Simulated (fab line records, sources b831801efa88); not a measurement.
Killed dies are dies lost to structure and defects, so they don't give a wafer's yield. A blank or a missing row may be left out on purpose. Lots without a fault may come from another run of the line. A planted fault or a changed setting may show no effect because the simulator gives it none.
Which tool did it? | flow sky130 | 13 lots, 39 wafers sampled, at 5 steps of a route of 708

WHAT THE GAUGES READ, wafer by wafer
The record holds no reading of a measuring or inspecting step that can be judged against a usual standard deviation.

WHICH TOOL RAN EACH LOT (tool, then ch and the chambers of the sampled wafers, then the start)
lot  | SKY_SONOS_TUNNEL_CLEAN_13       | SKY_METAL4_ETCH_16                | SKY_METAL5_SPUTTER_00        | SKY_METAL5_STRIP_16                  | SKY_PAD_OPEN_PROBE_99
L406 | wet_bench-02 ch 1, day 11 09:32 | rie_metal-03 ch 1, day 41 20:16   | pvd_sputter-04, day 42 22:54 | plasma_asher-03 ch 0, day 43 22:02   | -
L407 | wet_bench-02 ch 3, day 11 21:00 | rie_metal-03 ch 0,1, day 42 11:40 | pvd_sputter-02, day 43 13:49 | plasma_asher-03 ch 0,1, day 44 12:59 | -
L410 | wet_bench-03 ch 1, day 12 18:12 | rie_metal-02 ch 0,1, day 43 09:41 | pvd_sputter-02, day 44 12:29 | plasma_asher-02 ch 0,1, day 45 10:17 | -
L411 | wet_bench-03 ch 1, day 13 03:37 | rie_metal-04 ch 0,1, day 43 13:40 | pvd_sputter-04, day 44 15:16 | plasma_asher-02 ch 0,1, day 45 13:08 | -
L412 | wet_bench-02 ch 3, day 13 12:10 | rie_metal-04 ch 1, day 43 21:47   | pvd_sputter-04, day 44 22:20 | plasma_asher-02 ch 0,1, day 45 19:59 | -
L413 | wet_bench-02 ch 3, day 14 00:29 | rie_metal-02 ch 0,1, day 44 07:34 | pvd_sputter-02, day 45 08:38 | plasma_asher-02 ch 0,1, day 46 06:17 | -
L414 | wet_bench-04 ch 0, day 14 02:44 | rie_metal-03 ch 0,1, day 44 06:16 | pvd_sputter-02, day 45 07:53 | plasma_asher-03 ch 0,1, day 46 05:10 | -
L415 | wet_bench-04 ch 2, day 14 13:44 | rie_metal-03 ch 0,1, day 44 17:22 | pvd_sputter-04, day 45 18:00 | plasma_asher-02 ch 0,1, day 46 15:02 | -
L416 | wet_bench-04 ch 2, day 14 18:23 | rie_metal-03 ch 0,1, day 45 00:38 | pvd_sputter-03, day 46 00:02 | plasma_asher-02 ch 0,1, day 46 20:19 | -
L417 | wet_bench-03 ch 2, day 15 02:53 | rie_metal-02 ch 0,1, day 45 01:31 | pvd_sputter-04, day 46 01:11 | plasma_asher-02 ch 0, day 46 22:08   | -
L419 | wet_bench-04 ch 2, day 15 17:55 | rie_metal-02 ch 0,1, day 45 14:42 | pvd_sputter-02, day 46 14:48 | plasma_asher-02 ch 0,1, day 47 11:41 | -
L422 | wet_bench-04 ch 2, day 16 19:29 | rie_metal-04 ch 0,1, day 46 09:51 | pvd_sputter-02, day 47 09:37 | plasma_asher-03 ch 0,1, day 48 06:30 | prober-01, day 49 22:05
L423 | wet_bench-04 ch 0, day 17 01:30 | rie_metal-02 ch 0,1, day 46 17:24 | pvd_sputter-03, day 47 16:21 | plasma_asher-01 ch 0,1, day 48 11:35 | prober-02, day 50 02:59
- SKY_SONOS_TUNNEL_CLEAN_13: cleans in dHF, time 20 s.
- SKY_METAL4_ETCH_16: etches BARC in N2/H2, stops on SiO2, time 88.2 s, target depth 60 nm.
- SKY_METAL5_SPUTTER_00: material Ti, target thk 15 nm, time 10 s.
- SKY_METAL5_STRIP_16: strips in O2/N2.
- SKY_PAD_OPEN_PROBE_99

WHAT THE TOOLS THEMSELVES READ (means of the sampled wafers that have a number; where no wafer has one, the mark that the record gives instead)
SKY_METAL4_ETCH_16.
lot  | tool         | drypump_motor_current_A (A) | oes_product_au (a.u.) | throttle_valve_pct (%)
L406 | rie_metal-03 | 5.69                        | 0.628                 | 13.206
L407 | rie_metal-03 | 5.76                        | 0.626                 | 13.195
L410 | rie_metal-02 | 5.48                        | 0.624                 | 13.204
L411 | rie_metal-04 | 5.60                        | 0.624                 | 13.202
L412 | rie_metal-04 | 5.96                        | 0.625                 | 13.205
L413 | rie_metal-02 | 5.47                        | 0.623                 | 13.203
L414 | rie_metal-03 | 5.85                        | 0.623                 | 13.205
L415 | rie_metal-03 | 5.75                        | 0.628                 | 13.203
L416 | rie_metal-03 | 5.84                        | 0.626                 | 13.212
L417 | rie_metal-02 | 5.47                        | 0.629                 | 13.198
L419 | rie_metal-02 | 5.45                        | 0.628                 | 13.206
L422 | rie_metal-04 | 5.56                        | 0.629                 | 13.205
L423 | rie_metal-02 | 5.47                        | 0.624                 | 13.199

SKY_METAL5_SPUTTER_00.
lot  | tool           | throttle_valve_pct (%)
L406 | pvd_sputter-04 | 29.9
L407 | pvd_sputter-02 | 30.8
L410 | pvd_sputter-02 | 30.6
L411 | pvd_sputter-04 | 29.9
L412 | pvd_sputter-04 | 30.3
L413 | pvd_sputter-02 | 30.8
L414 | pvd_sputter-02 | 30.3
L415 | pvd_sputter-04 | 29.8
L416 | pvd_sputter-03 | 29.6
L417 | pvd_sputter-04 | 30.0
L419 | pvd_sputter-02 | 30.3
L422 | pvd_sputter-02 | 30.6
L423 | pvd_sputter-03 | 30.1

SKY_METAL5_STRIP_16.
lot  | tool            | drypump_motor_current_A (A) | oes_product_au (a.u.) | strip_time_to_endpoint_s (s)
L406 | plasma_asher-03 | 4.9                         | 0.716                 | 12.95
L407 | plasma_asher-03 | 5.2                         | 0.714                 | 13.03
L410 | plasma_asher-02 | 5.3                         | 0.710                 | 12.94
L411 | plasma_asher-02 | 5.3                         | 0.710                 | 13.00
L412 | plasma_asher-02 | 5.6                         | 0.709                 | 13.08
L413 | plasma_asher-02 | 5.3                         | 0.702                 | 13.15
L414 | plasma_asher-03 | 5.4                         | 0.713                 | 13.09
L415 | plasma_asher-02 | 5.6                         | 0.711                 | 13.13
L416 | plasma_asher-02 | 5.3                         | 0.710                 | 13.01
L417 | plasma_asher-02 | 5.8                         | 0.712                 | 12.90
L419 | plasma_asher-02 | 5.3                         | 0.709                 | 13.02
L422 | plasma_asher-03 | 5.2                         | 0.708                 | 13.06
L423 | plasma_asher-01 | 5.6                         | 0.706                 | 13.12

SKY_PAD_OPEN_PROBE_99.
lot  | tool      | killed_at_M0_to_M3 | killed_at_M4_up | killed_at_contacts | killed_at_front_end | killed_at_other | killed_dies | killed_open | killed_short
L422 | prober-01 | 39                 | 2.0             | 18                 | 51                  | 0.0             | 110         | 44          | 31
L423 | prober-02 | 39                 | 2.3             | 16                 | 69                  | 0.3             | 127         | 34          | 36

THE ANSWER, worked out from the rows above alone
Rule: what is usual is taken from the lots themselves. Put in order of their means at a reading, lots are off if they are a third of the lots or fewer, leave a main group of 4 or more, and stand apart from it by a gap of 3 or more times the standard deviation of the main group's means; of several such gaps the widest counts. A main group whose means are all the same, to the digits that the tables above print for the reading, isn't used. A lot without any number at a reading at which 4 lots or more have one is off too. The other lots that the step has rows for count as sound. The gauges are gone through in route order, then the tools' own readings, and for those a lot's mean is taken as printed above. The first step at which some lot is off is used, and at that step the reading that is off furthest; a lot without a number counts as furthest.
No lot is off at any reading shown: from this, nothing can be told.

WHAT THE SIMULATOR HAD PUT IN
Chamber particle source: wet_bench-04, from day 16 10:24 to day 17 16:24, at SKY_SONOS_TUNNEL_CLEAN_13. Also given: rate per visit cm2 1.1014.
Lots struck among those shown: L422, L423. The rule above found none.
